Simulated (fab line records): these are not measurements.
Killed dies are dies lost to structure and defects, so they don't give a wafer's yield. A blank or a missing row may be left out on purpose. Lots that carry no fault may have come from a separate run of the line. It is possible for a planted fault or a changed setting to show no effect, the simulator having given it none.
The same fault as seen by 2 desks / flow sky130 / numbers are kept per desk, each desk with only its own; the story behind them comes last

## TOOL OWNER'S DESK, lithoTrack-02
Per lot that ran on this tool, the mean of the sampled wafers carrying a number, from the tool's own readings at SKY_SD_P_DEHYDRATE_00 (time 60 s). If a lot's mean is further than 4 standard deviations from the usual mean, the lot is out of limits and carries the mark OUT (the distance appears in the brackets).
Columns: A = chillPlateTempC at SKY_SD_P_DEHYDRATE_00, usual 23.02 C; B = heaterPowerTotalW at SKY_SD_P_DEHYDRATE_00, usual 160.39 W; C = plateTempC at SKY_SD_P_DEHYDRATE_00, usual 200.00 C
lot=L984; first seen here=day 26 16:59; A=23.05; B=160.39; C=200.15
lot=L988; first seen here=day 27 11:59; A=23.03; B=160.58; C=200.07
lot=L992; first seen here=day 27 14:13; A=23.12; B=160.33; C=199.77
lot=L996; first seen here=day 27 17:41; A=22.96; B=160.31; C=199.99
lot=L101; first seen here=day 34 00:41; A=22.87; B=160.54; C=200.00
lot=L103; first seen here=day 34 03:05; A=22.91; B=153.88 (-50) OUT; C=193.69 (-39) OUT
lot=L999; first seen here=day 34 05:32; A=23.01; B=153.87 (-50) OUT; C=193.39 (-41) OUT
lot=L105; first seen here=day 34 10:50; A=23.04; B=153.92 (-50) OUT; C=193.46 (-41) OUT
Finding of this desk: L103, L105, L999 out of limits; the first was L103 at day 34 03:05, on heaterPowerTotalW at SKY_SD_P_DEHYDRATE_00. In limits: L984, L988, L992, L996, L101.

## FROM THE METROLOGY DESK
What the gauges read, lot by lot, whatever tool the lot ran on: means of the sampled wafers that have a number. If a lot's mean is further than 4 standard deviations from the usual mean, the lot is out of limits and carries the mark OUT (the distance appears in the brackets).
Columns: A = POLY_GATE_TW at SKY_RES_PROTECT_TW_MEAS_08, usual 3992; B = POLY_GATE_OXIDATION_THK at SKY_POLY_GATE_THK_MEAS_21, usual 4.02 nm; C = SD_P_TW at SKY_SD_P_TW_MEAS_11, usual 2827
lot=L983; first seen here=day 16 09:22; A=3970; B=4.07; C=2864
lot=L984; first seen here=day 16 14:04; A=3973; B=4.11; C=2792
lot=L985; first seen here=day 16 21:13; A=3980; B=4.03; C=2821
lot=L987; first seen here=day 17 10:33; A=4021; B=3.96; C=2798
lot=L988; first seen here=day 17 14:04; A=3970; B=3.87; C=2877
lot=L990; first seen here=day 17 14:23; A=4019; B=4.08; C=2877
lot=L991; first seen here=day 17 16:34; A=4037; B=4.17; C=2831
lot=L992; first seen here=day 17 16:53; A=3974; B=4.11; C=2798
lot=L996; first seen here=day 17 20:50; A=4005; B=4.03; C=2893
lot=L997; first seen here=day 23 22:38; A=3989; B=3.95; C=2772
lot=L101; first seen here=day 24 17:20; A=4017; B=4.01; C=2770
lot=L103; first seen here=day 24 18:14; A=3939; B=3.91; C=2772
lot=L999; first seen here=day 24 20:13; A=3964; B=3.93; C=2773
lot=L105; first seen here=day 25 02:58; A=4037; B=3.97; C=2903
This desk's finding: nothing out of limits on any of the 14 lots.

## PUT TOGETHER
The tool owner's desk had the chance to raise an alarm at day 34 03:05 on L103, L105, L999.
At the metrology desk, nothing out of limits was observed.
The metrology desk has L103, L105, L999 on record, within its limits.
Every lot named ran SKY_SD_P_DEHYDRATE_00 on lithoTrack-02.

## WHAT THE SIMULATOR HAD INSERTED
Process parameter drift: lithoTrack-02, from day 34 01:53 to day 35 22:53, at SKY_SD_P_DEHYDRATE_00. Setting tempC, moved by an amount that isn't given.
Struck lots among those shown: L103, L105, L999.
Time in hours from fault onset to the first out-of-limits reading at each desk: the tool owner's desk, 1.
